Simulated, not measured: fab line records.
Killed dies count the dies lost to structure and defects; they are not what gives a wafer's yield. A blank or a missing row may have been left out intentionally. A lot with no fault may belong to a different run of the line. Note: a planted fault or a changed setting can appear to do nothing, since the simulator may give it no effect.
Chamber matching | flow sfq line | SFQ_TRILAYER_I3_CMP_CMP_082 on cmp-02 has 4 sister chambers
The step polishes SiO2. 4 wafers are shown with their chamber, then 7 later ones without.

== WAFERS, EACH WITH ITS CHAMBER ==
wafer  | chamber | motor current A (A)
L306.5 | 1       | 10.8
L313.3 | 2       | 9.5
L315.4 | 0       | 10.3
L315.5 | 3       | 11.7

== WAFERS WITH NO CHAMBER GIVEN ==
wafer  | motor current A (A)
L315.6 | 10.1
L317.4 | 9.6
L317.1 | 10.7
L317.6 | 11.0
L319.4 | 10.2
L319.2 | 11.5
L319.5 | 10.5

== WHICH CHAMBER EACH WENT THROUGH ==
wafer  | from the rows above     | in truth
L315.6 | 0                       | 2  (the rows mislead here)
L317.4 | 2                       | 2
L317.1 | can't be placed: 1 or 0 | 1
L317.6 | 1                       | 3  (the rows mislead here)
L319.4 | 0                       | 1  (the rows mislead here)
L319.2 | 3                       | 3
L319.5 | can't be placed: 0 or 1 | 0
Correct placement for 2 of the 7. Can't be placed from these rows: 2 (the true chamber is among the candidates in 2). 3 placed wrongly.
How it was worked out, from the rows above alone: a wafer's distance from a chamber is the root of the sum, over the readings, of the square of ((its reading less the chamber's mean) divided by the reading's scatter). The wafer belongs to the nearest chamber; if the next one is less than 2 further off, it can't be placed. The mean given for a chamber averages the wafers shown for that chamber. The scatter (one wafer shown for each chamber): square how far every hidden wafer sits from the nearest shown wafer, average those squares and take the square root.
